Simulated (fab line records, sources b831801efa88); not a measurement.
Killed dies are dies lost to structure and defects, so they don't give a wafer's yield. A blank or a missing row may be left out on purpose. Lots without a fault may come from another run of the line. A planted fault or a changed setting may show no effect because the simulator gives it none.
Problem report in the 8D (eight disciplines) form, filled by code | flow gf180mcu | the parts of the form that need people (team, actions taken, sign-off) are left out

1. THE PROBLEM
cd_nm at GF_M2_CD_MEAS_14 reads a mean of 319.8 nm on 6 wafers of 2 lots; wafers without a fault read 279.9 nm with a standard deviation of 1.3. That is +31 standard deviations from the usual mean.
The step: target cd 280 nm.
First seen on wafer L226.1, day 23 10:20, on cd_sem-01. The record holds 36 wafers of 12 lots with a number at this step. Rule for "out", or "out of limits": more than 4 standard deviations from the usual mean. The other wafers with a number count as sound.

2. WHAT IT IS AND WHAT IT IS NOT
question                    | is                     | is not
which readings at this step | cd_nm                  | -
which lots                  | L226, L227             | L215, L216, L217, L218, L228, L229, L235, L236, L237, L238
which wafers of those lots  | all that have a number | -
read on which gauges        | cd_sem-01, cd_sem-02   | -
when                        | from day 23 10:20      | up to then (12 sound wafers); but 18 sound wafers of L228, L229, L235, L236, L237, L238 came after

3. SUSPECTS, AND WHAT RULES EACH OUT
Counting: a tool at a process step up to the reading stays a suspect if it ran every lot that is out and no sound lot after the first of them.
- the gauge at GF_M2_CD_MEAS_14: ruled out. The wafers that are out were read on 2 gauges (cd_sem-01, cd_sem-02).
- litho_track-03 at GF_M2_PEB_12 (peb time 90 s): ruled out as a lasting fault. Sound lots L235 ran on it after its first lot that is out, L226 (day 23 09:59).
Left after counting: nothing in the record.

4. THE CAUSE (what the simulator had put in)
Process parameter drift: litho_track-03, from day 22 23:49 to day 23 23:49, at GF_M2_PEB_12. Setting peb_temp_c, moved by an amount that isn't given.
Counting ruled it out, wrongly: the rule takes a fault to strike every lot that its tool runs from its start on, and this one did not.

5. THE CHAIN OF EFFECTS, in route order
Each row: a reading whose mean over the struck wafers that have a number lies more than 3 standard deviations from the usual. Only readings for which the record gives a usual standard deviation are gone through. hours: the time from each lot's start at the first step in this table that gives one to its start at this step, as a median over the lots. sigmas: the change in usual standard deviations.
hours | step                    | reading              | usual    | on struck wafers | change | sigmas
0     | GF_M2_PEB_12            | heater_power_total_W | 85.71 W  | 78.15            | -7.56  | -93
0     | GF_M2_PEB_12            | plate_temp_C         | 134.96 C | 125.80           | -9.16  | -57
0     | GF_M2_CD_MEAS_14        | cd_nm                | 279.9 nm | 319.8            | +39.9  | +31
212   | GF_PASSIVATION_PROBE_99 | defect_limited_yield | 90.4 %   | 82.2             | -8.2   | -5.9
212   | GF_PASSIVATION_PROBE_99 | killed_at_M0_to_M3   | 21       | 58               | +36    | +7.9
212   | GF_PASSIVATION_PROBE_99 | killed_dies          | 47       | 88               | +41    | +6.1
212   | GF_PASSIVATION_PROBE_99 | killed_on_rim        | 9.4      | 28.3             | +18.9  | +6.5
212   | GF_PASSIVATION_PROBE_99 | sort_bin_3_pad_short | 0.5 %    | 7.2              | +6.7   | +22
212   | GF_PASSIVATION_PROBE_99 | sort_n_pass          | 445      | 404              | -41    | -6.1
212   | GF_PASSIVATION_PROBE_99 | sort_yield_pct       | 90.4 %   | 82.2             | -8.2   | -5.9
The process steps in it:
- GF_M2_PEB_12: peb time 90 s.
- GF_PASSIVATION_PROBE_99
Later measuring or inspecting steps at which every struck wafer that the step has a row for has a number for every such reading, and none has moved that far: GF_V2_THK_MEAS_01.

6. WHAT WOULD HAVE CAUGHT IT SOONER
In this record the first reading out of limits at a measuring or inspecting step was taken at day 23 10:20, 11 hours after the fault began at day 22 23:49.
The tool's own readings at GF_M2_PEB_12 were out on every struck wafer that the step has a row for (heater_power_total_W, plate_temp_C): an alarm limit on them would have fired on the first of those.
